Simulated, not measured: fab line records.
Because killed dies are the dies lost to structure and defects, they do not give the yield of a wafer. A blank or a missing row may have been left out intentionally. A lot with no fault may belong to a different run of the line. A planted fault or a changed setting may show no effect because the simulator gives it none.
A struck lot beside a sound one | flow sky130 | 15 out of 708 route steps
Sound: the wafers L943.1, L943.2, L943.5. Struck: wafer L958.1 (left out: L958.4, L958.6 of the same lot, which were not struck); the cause appears at the end.
For every step that has rows: the tool of each side, followed by ch and its chambers, followed by its first start. Under that, the readings that differ: sound wafers | struck wafers | difference of the means | sigmas: that difference in standard deviations of wafers without a fault.
alike: a reading whose means differ by less than 2 such deviations, as well as words and numbers matching on both sides. not compared: withheld readings; readings where some wafer has no value; bounds like >300 that might hide an equal value; numbers whose values overlap and for which the record gives no deviation.
A row with sigmas, a row that says differs or no value, or rows on one side alone: a step with any of these is where the two part. Numbers that don't overlap but have no deviation are shown without sigmas and don't part them. A reading missing from all wafers of one side parts the sides only when that side holds two or more wafers.

first, 8 steps without rows for these wafers: SKY_VIA3_DEHYDRATE_04 (time 60 s); SKY_VIA3_HMDS_05 (prime time 60 s); SKY_VIA3_COAT_06 (resist thk 60 nm); SKY_VIA3_COAT_07 (resist thk 450 nm); SKY_VIA3_SOFTBAKE_08 (time 90 s); SKY_VIA3_EXPOSE_09 (exposes mask VIM3, target cd 200 nm); SKY_VIA3_PEB_10; SKY_VIA3_DEVELOP_11 (develop time 60 s).
SKY_VIA3_CD_MEAS_12: the cd target is 200 nm.
  sound on cdSem-02 at day 41 12:17; struck on cdSem-01 at day 45 08:49
  alike: cdNm
SKY_VIA3_OVL_MEAS_13:
  sound on overlay-01 at day 41 12:24; struck on overlay-02 at day 45 08:56
  alike: VIA3_OVL
SKY_VIA3_ETCH_14: etches BARC in N2/H2, stops on SiO2, time 45.9 s, target depth 60 nm.
  sound on rieDiel-01 ch 1,2,3, day 41 12:26; struck on rieDiel-01 ch 0, day 45 08:58
  alike: drypumpMotorCurrentA, oesProductAu, throttleValvePct
  not compared: rfHoursCounterH
SKY_VIA3_ETCH_15: etches SiO2 in C4F8/O2/Ar, stops on TiN, target depth 507 nm, time 78 s.
  sound on rieDiel-01 ch 1,2,3, day 41 12:29; struck on rieDiel-01 ch 0, day 45 09:01
  alike: oesProductAu
  not compared: rfHoursCounterH
SKY_VIA3_STRIP_16: strips in O2/N2.
  sound on plasmaAsher-01 ch 0,1, day 41 12:32; struck on plasmaAsher-04 ch 0, day 45 09:04
reading                      | sound                | struck | difference | sigmas
chamberPressureMTorr (mTorr) | 1500.8 1500.8 1496.9 | 1199.9 | -299.6     | -99 or more
drypumpMotorCurrentA (A)     | 5.82 5.53 5.83       | 5.11   | -0.62      | -3
stripTimeToEndpointS (s)     | 4.10 4.12 4.09       | 4.40   | +0.30      | +10
  alike: oesProductAu
  not compared: rfHoursCounterH
then, 1 step without rows for these wafers: SKY_VIA3_STRIP_17 (strips in post etch residue remover, time 1200 s).
-- the record jumps here: 5 days lie between the struck wafers' starts before and after (it left off in module VIA3 and takes up again in module PAD_OPEN, whose first step shown is number 708 of the route) --
SKY_PAD_OPEN_PROBE_99:
  only the struck wafers here have rows in the record (prober-02, day 50 11:29); the sound ones have none

== WHERE THEY PART ==
At SKY_VIA3_STRIP_16 first; at SKY_PAD_OPEN_PROBE_99 last (within this record only).

WHY: the cause the simulator had injected
plasmaAsher-04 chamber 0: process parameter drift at SKY_VIA3_STRIP_16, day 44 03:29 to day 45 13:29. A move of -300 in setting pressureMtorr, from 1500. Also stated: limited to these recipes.
